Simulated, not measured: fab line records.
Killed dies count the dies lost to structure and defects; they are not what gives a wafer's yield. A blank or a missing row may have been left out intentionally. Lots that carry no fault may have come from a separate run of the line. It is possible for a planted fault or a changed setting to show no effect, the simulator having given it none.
A struck lot beside a sound one -- flow sky130 -- 17 steps out of a route of 708
Sound: the wafers L791.3, L791.5, L791.6. Struck: wafers L796.5, L796.6. (L796.3 of the same lot was not struck and is left out.) The cause comes at the end.
Each step with rows lists, per side, the tool, then ch with its chambers, then its first start. Under that, the readings that differ: sound wafers -- struck wafers -- difference of the means -- sigmas: that difference in standard deviations of wafers without a fault.
alike: a reading whose means differ by less than 2 such deviations, as well as words and numbers matching on both sides. not compared: withheld readings; readings where some wafer has no value; bounds like >300 that might hide an equal value; numbers whose values overlap and for which the record gives no deviation.
The two part at a step that has a row with sigmas, a row that says differs or no value, or rows on one side only. When numbers do not overlap yet have no deviation, they are printed without sigmas and do not part them. Lack of a reading on every wafer of one side parts them only where that side has two or more wafers.

first, 3 steps without rows for these wafers: SKY_METAL4_CLEAN_21 (cleans in IPA, time 180 s); SKY_METAL4_CLEAN_22 (cleans in O3/DIW); SKY_VIA4_HDPCVD_00 (deposits SiO2, target thk 1750 nm, time 291.7 s).
SKY_VIA4_THK_MEAS_01:
  sound on filmMetro-01 at day 42 04:25; struck on filmMetro-04 at day 43 19:14
reading,sound,struck,difference,sigmas
VIA4_HDPCVD_THK (nm),1775 1770 1761,1728 1720,-45,-3
SKY_VIA4_CMP_02: polishes SiO2.
  sound on cmp-02 ch 0,3, day 42 04:31; struck on cmp-02 ch 1,2, day 43 19:23
  alike: headPressurePsi, motorCurrentA
SKY_VIA4_BOW_MEAS_03:
  sound on filmMetro-03 at day 42 04:48; struck on filmMetro-01 at day 43 19:37
  alike: VIA4_BOW
then, 6 steps without rows for these wafers: SKY_VIA4_DEHYDRATE_04 (time 60 s); SKY_VIA4_HMDS_05 (prime time 60 s); SKY_VIA4_COAT_06 (resist thk 1140 nm); SKY_VIA4_SOFTBAKE_07 (time 60 s); SKY_VIA4_EXPOSE_08 (exposes mask VIM4, target cd 800 nm); SKY_VIA4_PEB_09.
SKY_VIA4_DEVELOP_10: develop time 60 s.
  sound on lithoTrack-01 ch 0, day 43 03:55; struck on lithoTrack-01 ch 0, day 44 19:10
SKY_VIA4_OVL_MEAS_11:
  sound on overlay-01 at day 43 04:02; struck on overlay-02 at day 44 19:17
  alike: VIA4_OVL
SKY_VIA4_ETCH_12: etches SiO2 in C4F8/O2/Ar, stops on TiN, target depth 580 nm.
  sound on rieDiel-01 ch 0,1,2, day 43 04:03; struck on rieDiel-01 ch 2,3, day 44 19:18
reading,sound,struck,difference,sigmas
model.VIA4.cdNm (nm),799.9 796.6 797.2,784.7 785.9,-12.6,
  alike: oesProductAu
SKY_VIA4_STRIP_13: strips in O2/N2.
  sound on plasmaAsher-02 ch 0,1, day 43 04:10; struck on plasmaAsher-01 ch 0,1, day 44 19:25
  alike: drypumpMotorCurrentA, oesProductAu, stripTimeToEndpointS
  not compared: rfHoursCounterH
after that, 1 step had no rows for these wafers: SKY_PAD_OPEN_PROBE_99.

== WHERE THEY PART ==
SKY_VIA4_THK_MEAS_01 only, going by this record. Later steps at which nothing parts them and some readings are alike: SKY_VIA4_CMP_02, SKY_VIA4_BOW_MEAS_03, SKY_VIA4_OVL_MEAS_11, SKY_VIA4_ETCH_12, SKY_VIA4_STRIP_13.

WHY: what had been put in by the simulator
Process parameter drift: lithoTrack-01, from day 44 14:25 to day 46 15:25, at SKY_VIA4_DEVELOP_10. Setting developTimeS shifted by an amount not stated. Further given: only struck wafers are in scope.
